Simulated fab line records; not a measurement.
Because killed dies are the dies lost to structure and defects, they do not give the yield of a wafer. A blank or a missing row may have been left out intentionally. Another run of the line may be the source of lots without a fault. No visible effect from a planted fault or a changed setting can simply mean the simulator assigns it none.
Which tool is to blame? ; flow sky130 ; Sampling: 7 lots, 20 wafers, 2 of 708 route steps

== WHAT THE GAUGES SHOWED, per wafer ==
SKY_SD_P_CD_MEAS_07: target cd 380 nm.
lot;measured;on;cdNm (nm)
L704;day 27 07:46;cdSem-01;382.4 382.1 381.1
L706;day 27 22:07;cdSem-01;376.8 376.4 377.1
L708;day 28 12:02;cdSem-02;380.9 377.9 377.3
L710;day 29 10:38;cdSem-01;380.1 382.2 381.1
L712;day 29 13:43;cdSem-01;376.2 376.6 377.3
L716;day 31 07:43;cdSem-01;346.1 349.7
L724;day 32 22:04;cdSem-01;380.3 379.6 379.6

== WHAT TOOL EACH LOT RAN ON (gives the tool, then ch and the chambers of the sampled wafers, and finally the start) ==
lot;SKY_SD_P_DEVELOP_06
L704;lithoTrack-01 ch 0, day 27 07:37
L706;lithoTrack-04 ch 0, day 27 21:58
L708;lithoTrack-03 ch 0, day 28 11:53
L710;lithoTrack-01 ch 0, day 29 10:29
L712;lithoTrack-01 ch 0, day 29 13:34
L716;lithoTrack-04 ch 0, day 31 07:35
L724;lithoTrack-03 ch 0, day 32 21:55
- SKY_SD_P_DEVELOP_06: develop time 60 s.

== THE ANSWER, worked out from the rows above alone ==
Rule: usual is defined by the lots themselves. Put in order of their means at a reading, lots are off if they are a third of the lots or fewer, leave a main group of 4 or more, and stand apart from it by a gap of 3 or more times the standard deviation of the main group's means; of several such gaps the widest counts. A main group is skipped when, at the precision printed for the reading in the tables above, its means are all equal. Also off: a lot with no number at a reading for which 4 or more lots have one. The other lots that the step has rows for count as sound.
Off, at SKY_SD_P_CD_MEAS_07 on cdNm: L716. The main group has a mean of 379.2 nm with a standard deviation of 2.
If a tool, at a process step before that reading, ran all the lots that are off and no sound lot after the first of them, it fits. Those tools and the gauges at SKY_SD_P_CD_MEAS_07 are tried in the same way. One fits: SKY_SD_P_DEVELOP_06 on lithoTrack-04. Its last sound lot is L706 (day 27 21:58), its first lot that is off L716 (day 31 07:35): a fault that began between those two fits.

== WHAT THE SIMULATOR PUT IN ==
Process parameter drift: lithoTrack-04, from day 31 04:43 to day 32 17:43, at SKY_SD_P_DEVELOP_06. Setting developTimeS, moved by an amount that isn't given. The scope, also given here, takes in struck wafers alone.
Lots struck among those shown: L716. Same finding as the rule above.
